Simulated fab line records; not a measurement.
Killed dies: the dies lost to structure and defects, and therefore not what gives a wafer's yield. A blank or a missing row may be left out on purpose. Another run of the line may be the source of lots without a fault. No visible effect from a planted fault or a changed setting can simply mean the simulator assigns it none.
Matching of chambers | flow sky130 | pecvd-02 running SKY_CONTACT_CVD_00: 3 sister chambers
The step deposits Si3N4, target thk 75 nm. 6 wafers are shown with their chamber, then 8 later ones without.

## EACH WAFER AND ITS CHAMBER
wafer  | chamber | heater-power-w (W)
L081.1 | 2       | 821
L081.4 | 0       | 595
L083.1 | 1       | 743
L083.3 | 2       | 814
L083.6 | 1       | 731
L086.1 | 0       | 717

## WAFERS WHOSE CHAMBER IS MISSING
wafer  | heater-power-w (W)
L086.2 | 871
L086.6 | 724
L094.1 | 639
L094.4 | 662
L094.5 | 781
L097.1 | 654
L097.2 | 825
L097.3 | 794

## WHICH CHAMBER EACH WENT THROUGH
wafer  | from the rows above          | in truth
L086.2 | can't be placed: 2 or 1      | 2
L086.6 | can't be placed: 1 or 0 or 2 | 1
L094.1 | can't be placed: 0 or 1      | 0
L094.4 | can't be placed: 0 or 1      | 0
L094.5 | can't be placed: 2 or 1 or 0 | 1
L097.1 | can't be placed: 0 or 1      | 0
L097.2 | can't be placed: 2 or 1      | 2
L097.3 | can't be placed: 2 or 1      | 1
Correctly placed: 0 of 8. From these rows, 8 cannot be placed; in 8 the true chamber is one of the candidates. 0 placed wrongly.
How it was worked out, from the rows above alone: a wafer's distance from a chamber is the root of the sum, over the readings, of the square of ((its reading less the chamber's mean) divided by the reading's scatter). The wafer belongs to the nearest chamber; if the next one is less than 2 further off, it can't be placed. For every chamber, the mean is computed from those of its wafers that are shown. The scatter: the root of (the sum of the squares of (reading less its chamber's mean) over the shown wafers, divided by (wafers less chambers)).
